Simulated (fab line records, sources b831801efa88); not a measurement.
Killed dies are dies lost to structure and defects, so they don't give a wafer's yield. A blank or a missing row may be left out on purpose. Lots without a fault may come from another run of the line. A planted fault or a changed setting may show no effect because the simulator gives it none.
Which tool did it? | flow gf180mcu | 12 lots, 36 wafers sampled, at 4 steps of a route of 602

WHAT THE GAUGES READ, wafer by wafer
GF_M3_THK_MEAS_06: measures by xrf.
lot  | measured     | on            | M3_ALCU_THK (nm)
L075 | day 20 14:13 | film_metro-01 | 442 439 448
L077 | day 21 07:38 | film_metro-02 | 444 439 446
L079 | day 22 06:29 | film_metro-01 | 439 439 442
L081 | day 22 22:46 | film_metro-01 | 451 445 443
L083 | day 23 16:09 | film_metro-04 | 452 456 454
L085 | day 24 10:02 | film_metro-04 | 442 449 443
L087 | day 25 01:33 | film_metro-04 | 458 448 445
L089 | day 25 23:53 | film_metro-02 | 445 430 444
L091 | day 26 09:27 | film_metro-02 | 436 450 454
L093 | day 26 21:48 | film_metro-04 | 460 450 453
L095 | day 27 13:57 | film_metro-04 | 446 455 443
L097 | day 28 16:46 | film_metro-02 | 448 445 447

WHICH TOOL RAN EACH LOT (tool, then ch and the chambers of the sampled wafers, then the start)
lot  | GF_V1_SPUTTER_22             | GF_V2_ETCH_16                      | GF_V2_SPUTTER_21
L075 | pvd_sputter-02, day 18 10:30 | rie_diel-03 ch 1,3, day 20 12:29   | pvd_sputter-01, day 20 13:10
L077 | pvd_sputter-02, day 19 02:11 | rie_diel-03 ch 0,1, day 21 05:56   | pvd_sputter-01, day 21 06:37
L079 | pvd_sputter-01, day 20 01:41 | rie_diel-04 ch 0,2,3, day 22 04:47 | pvd_sputter-01, day 22 05:28
L081 | pvd_sputter-02, day 20 20:19 | rie_diel-04 ch 0,1,2, day 22 21:02 | pvd_sputter-03, day 22 21:44
L083 | pvd_sputter-02, day 21 14:01 | rie_diel-03 ch 1,2,3, day 23 14:26 | pvd_sputter-01, day 23 15:07
L085 | pvd_sputter-01, day 22 06:51 | rie_diel-01 ch 0,1,3, day 24 08:20 | pvd_sputter-02, day 24 08:59
L087 | pvd_sputter-02, day 22 23:56 | rie_diel-04 ch 1,2,3, day 24 22:42 | pvd_sputter-02, day 24 23:22
L089 | pvd_sputter-04, day 23 22:25 | rie_diel-01 ch 1,3, day 25 22:07   | pvd_sputter-01, day 25 22:46
L091 | pvd_sputter-02, day 24 11:14 | rie_diel-04 ch 2,3, day 26 07:44   | pvd_sputter-02, day 26 08:25
L093 | pvd_sputter-01, day 24 22:41 | rie_diel-01 ch 0,2, day 26 20:03   | pvd_sputter-01, day 26 20:45
L095 | pvd_sputter-02, day 25 15:14 | rie_diel-01 ch 1,3, day 27 12:13   | pvd_sputter-01, day 27 12:52
L097 | pvd_sputter-04, day 26 05:10 | rie_diel-01 ch 0,1,2, day 28 14:52 | pvd_sputter-01, day 28 15:41
- GF_V1_SPUTTER_22: material TiN, target thk 10 nm, time 40 s.
- GF_V2_ETCH_16: etches BARC in N2/H2.
- GF_V2_SPUTTER_21: material Ti, target thk 15 nm, time 80.02 s.

THE ANSWER, worked out from the rows above alone
Rule: what is usual is taken from the lots themselves. Put in order of their means at a reading, lots are off if they are a third of the lots or fewer, leave a main group of 4 or more, and stand apart from it by a gap of 3 or more times the standard deviation of the main group's means; of several such gaps the widest counts. A main group whose means are all the same, to the digits that the tables above print for the reading, isn't used. A lot without any number at a reading at which 4 lots or more have one is off too. The other lots that the step has rows for count as sound.
No lot is off at any reading shown: from this, nothing can be told.

WHAT THE SIMULATOR HAD PUT IN
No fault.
